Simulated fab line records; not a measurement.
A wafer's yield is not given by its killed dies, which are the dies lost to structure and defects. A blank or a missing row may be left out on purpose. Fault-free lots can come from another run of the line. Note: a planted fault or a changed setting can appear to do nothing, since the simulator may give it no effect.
Which tool did it? | flow gf180mcu | 13 lots with 39 wafers sampled at 5 steps, on a route of 602 steps

== WHAT THE GAUGES READ, wafer by wafer ==
GF_MIM_RS_MEAS_10: measurement is done with a four-point probe.
lot  | measured     | on           | MIM_ALCU_RS (ohm/sq)
L497 | day 24 11:06 | filmMetro-01 | 0.1587 0.1614 0.1617
L498 | day 24 22:24 | filmMetro-03 | 0.1587 0.1600 0.1584
L500 | day 25 21:40 | filmMetro-02 | 0.1589 0.1634 0.1602
L503 | day 26 13:12 | filmMetro-03 | 0.1609 0.1635 0.1605
L504 | day 26 19:34 | filmMetro-01 | 0.1610 0.1583 0.1605
L507 | day 27 19:04 | filmMetro-01 | 0.1616 0.1585 0.1600
L508 | day 28 07:19 | filmMetro-01 | 0.1571 0.1582 0.1610
L509 | day 28 12:48 | filmMetro-01 | 0.1592 0.1589 0.1593
L510 | day 29 02:17 | filmMetro-02 | 0.1625 0.1584 0.1607
L513 | day 29 14:52 | filmMetro-01 | 0.1623 0.1622 0.1624
L514 | day 29 20:05 | filmMetro-02 | 0.1598 0.1575 0.1595
L515 | day 30 02:36 | filmMetro-01 | 0.1621 0.1614 0.1630
L516 | day 30 08:15 | filmMetro-03 | 0.1600 0.1585 0.1596

GF_M5_OVL_MEAS_08.
lot  | measured     | on         | M5_OVL (nm)
L497 | day 26 05:19 | overlay-02 | 12 10 15
L498 | day 26 16:43 | overlay-02 | -1 8 3
L500 | day 27 15:33 | overlay-01 | 10 2 8
L503 | day 28 05:59 | overlay-02 | -4 3 5
L504 | day 28 11:00 | overlay-01 | -3 -1 1
L507 | day 29 09:49 | overlay-01 | 7 -4 1
L508 | day 29 21:46 | overlay-01 | 14 13 -1
L509 | day 30 02:43 | overlay-01 | 15 10 6
L510 | day 30 16:19 | overlay-02 | 5 7 3
L513 | day 31 03:02 | overlay-01 | 2 0 -5
L514 | day 31 09:12 | overlay-01 | 2 1 4
L515 | day 31 14:51 | overlay-02 | 10 8 7
L516 | day 31 21:00 | overlay-01 | 0 9 4

GF_V5_BOW_MEAS_05.
lot  | measured     | on           | V5_BOW (um)
L497 | day 26 06:44 | filmMetro-01 | 122 124 127
L498 | day 26 18:01 | filmMetro-04 | 130 129 129
L500 | day 27 16:50 | filmMetro-04 | 131 127 134
L503 | day 28 07:32 | filmMetro-01 | 122 112 129
L504 | day 28 12:47 | filmMetro-04 | 127 135 138
L507 | day 29 11:10 | filmMetro-01 | 128 119 133
L508 | day 29 23:04 | filmMetro-04 | 142 135 145
L509 | day 30 04:14 | filmMetro-03 | 118 129 132
L510 | day 30 17:41 | filmMetro-01 | 124 132 107
L513 | day 31 04:20 | filmMetro-01 | 141 132 145
L514 | day 31 10:34 | filmMetro-03 | 148 141 133
L515 | day 31 16:12 | filmMetro-04 | 134 143 140
L516 | day 31 22:28 | filmMetro-03 | 124 138 138

GF_V5_CD_MEAS_14: the cd target is 260 nm.
lot  | measured     | on       | cdNm (nm)
L497 | day 27 03:04 | cdSem-02 | 260.5 260.1 260.5
L498 | day 27 14:43 | cdSem-01 | 261.2 262.2 262.2
L500 | day 28 12:28 | cdSem-01 | 258.9 258.2 258.2
L503 | day 29 03:17 | cdSem-02 | 260.2 259.9 259.3
L504 | day 29 07:42 | cdSem-01 | 267.7 268.9 269.8
L507 | day 30 06:14 | cdSem-02 | 268.2 268.4 269.6
L508 | day 30 17:02 | cdSem-01 | 260.9 261.3 262.1
L509 | day 30 22:20 | cdSem-02 | 264.9 265.6 265.0
L510 | day 31 11:43 | cdSem-01 | 264.1 264.0 263.0
L513 | day 31 21:14 | cdSem-01 | 259.7 261.1 261.0
L514 | day 32 03:01 | cdSem-02 | 260.1 259.3 259.8
L515 | day 32 09:21 | cdSem-02 | 259.0 258.7 259.7
L516 | day 32 15:01 | cdSem-02 | 259.8 259.3 259.5

== WHAT TOOL EACH LOT RAN ON (gives the tool, then ch and the chambers of the sampled wafers, and finally the start) ==
lot  | GF_V5_EXPOSE_11
L497 | krfScanner-01 ch 0, day 26 16:59
L498 | krfScanner-02 ch 0, day 27 04:54
L500 | krfScanner-01 ch 0, day 28 03:12
L503 | krfScanner-02 ch 0, day 28 17:22
L504 | krfScanner-01 ch 0, day 28 22:35
L507 | krfScanner-01 ch 0, day 29 21:18
L508 | krfScanner-02 ch 0, day 30 08:05
L509 | krfScanner-01 ch 0, day 30 13:29
L510 | krfScanner-01 ch 0, day 31 02:46
L513 | krfScanner-02 ch 0, day 31 13:23
L514 | krfScanner-02 ch 0, day 31 19:14
L515 | krfScanner-02 ch 0, day 32 00:45
L516 | krfScanner-02 ch 0, day 32 07:05
- GF_V5_EXPOSE_11: exposes mask Via5, target cd 260 nm.

== WHAT THE TOOLS THEMSELVES READ (means of the sampled wafers that have a number; where no wafer has one, the mark that the record gives instead) ==
GF_V5_EXPOSE_11.
lot  | tool          | exposureDoseMJCm2
L497 | krfScanner-01 | 38.00
L498 | krfScanner-02 | 37.91
L500 | krfScanner-01 | 37.94
L503 | krfScanner-02 | 37.94
L504 | krfScanner-01 | 40.01
L507 | krfScanner-01 | 39.52
L508 | krfScanner-02 | 37.93
L509 | krfScanner-01 | 39.27
L510 | krfScanner-01 | 38.95
L513 | krfScanner-02 | 37.93
L514 | krfScanner-02 | 37.94
L515 | krfScanner-02 | 37.97
L516 | krfScanner-02 | 37.90

== THE ANSWER, worked out from the rows above alone ==
Rule: usual is defined by the lots themselves. The widest of any qualifying gaps counts: lots, ordered by their means at a reading, are off when they make up no more than a third of the lots, leave a main group of 4 or more, and stand apart from it by 3 or more times the standard deviation of that group's means. Not used: any main group whose means are identical at the precision the tables above print for the reading. Also off: a lot with no number at a reading for which 4 or more lots have one. The other lots that the step has rows for count as sound. The gauges are gone through in route order, then the tools' own readings, and for those a lot's mean is taken as printed above. At the first step where some lot is off, the reading lying furthest off is the one used; lots without a number count as furthest.
Off: L504, L507, L509, L510, at GF_V5_EXPOSE_11 (exposureDoseMJCm2). Mean 37.94 and standard deviation 0.028 in the main group.
A tool fits if, at that step or a process step before it, it ran every lot that is off, and no sound lot after the first of them. One fits: GF_V5_EXPOSE_11 on krfScanner-01. A fault onset in the window from L500 (day 28 03:12, its last sound lot) to L504 (day 28 22:35, its first lot off) fits.
The tool's own readings at GF_V5_EXPOSE_11 bear it out: on the lots that are off they differ by more than 5 times the standard deviation of the sound lots' means. exposureDoseMJCm2 reads 39.44 there against 37.94 on the sound lots.

== WHAT HAD BEEN PUT IN BY THE SIMULATOR ==
Drift in process parameters on krfScanner-01 at GF_V5_EXPOSE_11, starting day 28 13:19. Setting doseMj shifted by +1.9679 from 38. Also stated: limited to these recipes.
Shown lots that were struck: L504, L507, L509, L510. The same result came from the rule above.
